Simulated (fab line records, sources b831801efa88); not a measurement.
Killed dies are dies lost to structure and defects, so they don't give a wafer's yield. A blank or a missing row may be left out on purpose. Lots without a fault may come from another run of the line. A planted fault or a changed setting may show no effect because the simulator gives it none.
Which tool did it? | flow gf180mcu | 14 lots, 42 wafers sampled, at 3 steps of a route of 602

WHAT THE GAUGES READ, wafer by wafer
GF_MIM_RS_MEAS_10: measures by four-point-probe.
lot  | measured     | on            | MIM_ALCU_RS (ohm/sq)
L434 | day 24 13:56 | film_metro-01 | 0.1598 0.1577 0.1565
L435 | day 25 02:06 | film_metro-03 | 0.1600 0.1600 0.1609
L436 | day 25 11:13 | film_metro-03 | 0.1602 0.1586 0.1625
L437 | day 25 16:23 | film_metro-02 | 0.1609 0.1629 0.1593
L438 | day 25 19:08 | film_metro-03 | 0.1577 0.1599 0.1579
L440 | day 26 15:16 | film_metro-03 | 0.1612 0.1605 0.1605
L443 | day 27 15:27 | film_metro-02 | 0.1614 0.1613 0.1625
L444 | day 28 01:20 | film_metro-03 | 0.1603 0.1606 0.1618
L445 | day 28 07:08 | film_metro-03 | 0.1595 0.1615 0.1616
L450 | day 29 16:40 | film_metro-03 | 0.1586 0.1583 0.1602
L453 | day 30 10:26 | film_metro-03 | 0.1594 0.1598 0.1593
L454 | day 30 18:32 | film_metro-03 | 0.1579 0.1589 0.1602
L455 | day 31 02:23 | film_metro-03 | 0.1600 0.1578 0.1585
L457 | day 31 07:40 | film_metro-02 | 0.1594 0.1587 0.1590

WHICH TOOL RAN EACH LOT (tool, then ch and the chambers of the sampled wafers, then the start)
lot  | GF_MIM_SPUTTER_01            | GF_MIM_SPUTTER_03
L434 | pvd_sputter-03, day 24 13:34 | pvd_sputter-03, day 24 13:38
L435 | pvd_sputter-01, day 25 01:47 | pvd_sputter-01, day 25 01:51
L436 | pvd_sputter-02, day 25 10:52 | pvd_sputter-02, day 25 10:56
L437 | pvd_sputter-03, day 25 16:04 | pvd_sputter-03, day 25 16:07
L438 | pvd_sputter-03, day 25 18:47 | pvd_sputter-03, day 25 18:51
L440 | pvd_sputter-01, day 26 14:54 | pvd_sputter-01, day 26 14:58
L443 | pvd_sputter-03, day 27 15:08 | pvd_sputter-03, day 27 15:11
L444 | pvd_sputter-01, day 28 01:01 | pvd_sputter-01, day 28 01:04
L445 | pvd_sputter-03, day 28 06:47 | pvd_sputter-03, day 28 06:50
L450 | pvd_sputter-03, day 29 16:22 | pvd_sputter-03, day 29 16:25
L453 | pvd_sputter-02, day 30 10:05 | pvd_sputter-02, day 30 10:08
L454 | pvd_sputter-01, day 30 18:13 | pvd_sputter-01, day 30 18:16
L455 | pvd_sputter-03, day 31 02:04 | pvd_sputter-03, day 31 02:07
L457 | pvd_sputter-03, day 31 07:21 | pvd_sputter-03, day 31 07:25
- GF_MIM_SPUTTER_01: material TiN, target thk 30 nm, time 25 s.
- GF_MIM_SPUTTER_03: material Ti, target thk 10 nm, time 6.7 s.

WHAT THE TOOLS THEMSELVES READ (means of the sampled wafers that have a number; where no wafer has one, the mark that the record gives instead)
GF_MIM_SPUTTER_01.
lot  | tool           | throttle_valve_pct (%)
L434 | pvd_sputter-03 | 29.0
L435 | pvd_sputter-01 | 30.8
L436 | pvd_sputter-02 | 30.2
L437 | pvd_sputter-03 | 29.6
L438 | pvd_sputter-03 | 29.7
L440 | pvd_sputter-01 | 30.1
L443 | pvd_sputter-03 | 30.0
L444 | pvd_sputter-01 | 31.3
L445 | pvd_sputter-03 | 29.7
L450 | pvd_sputter-03 | 29.2
L453 | pvd_sputter-02 | 30.7
L454 | pvd_sputter-01 | 31.5
L455 | pvd_sputter-03 | 29.6
L457 | pvd_sputter-03 | 29.9

GF_MIM_SPUTTER_03.
lot  | tool           | substrate_temp_c (C) | throttle_valve_pct (%)
L434 | pvd_sputter-03 | 299.97               | 29.2
L435 | pvd_sputter-01 | 300.01               | 30.7
L436 | pvd_sputter-02 | 300.14               | 30.1
L437 | pvd_sputter-03 | 300.04               | 29.7
L438 | pvd_sputter-03 | 300.05               | 29.7
L440 | pvd_sputter-01 | 300.11               | 30.3
L443 | pvd_sputter-03 | 300.16               | 30.0
L444 | pvd_sputter-01 | 300.04               | 31.5
L445 | pvd_sputter-03 | 299.99               | 29.8
L450 | pvd_sputter-03 | 300.06               | 29.3
L453 | pvd_sputter-02 | 299.94               | 30.8
L454 | pvd_sputter-01 | 299.98               | 31.5
L455 | pvd_sputter-03 | 300.21               | 29.8
L457 | pvd_sputter-03 | 300.13               | 30.0

THE ANSWER, worked out from the rows above alone
Rule: what is usual is taken from the lots themselves. Put in order of their means at a reading, lots are off if they are a third of the lots or fewer, leave a main group of 4 or more, and stand apart from it by a gap of 3 or more times the standard deviation of the main group's means; of several such gaps the widest counts. A main group whose means are all the same, to the digits that the tables above print for the reading, isn't used. A lot without any number at a reading at which 4 lots or more have one is off too. The other lots that the step has rows for count as sound. The gauges are gone through in route order, then the tools' own readings, and for those a lot's mean is taken as printed above. The first step at which some lot is off is used, and at that step the reading that is off furthest; a lot without a number counts as furthest.
No lot is off at any reading shown: from this, nothing can be told.

WHAT THE SIMULATOR HAD PUT IN
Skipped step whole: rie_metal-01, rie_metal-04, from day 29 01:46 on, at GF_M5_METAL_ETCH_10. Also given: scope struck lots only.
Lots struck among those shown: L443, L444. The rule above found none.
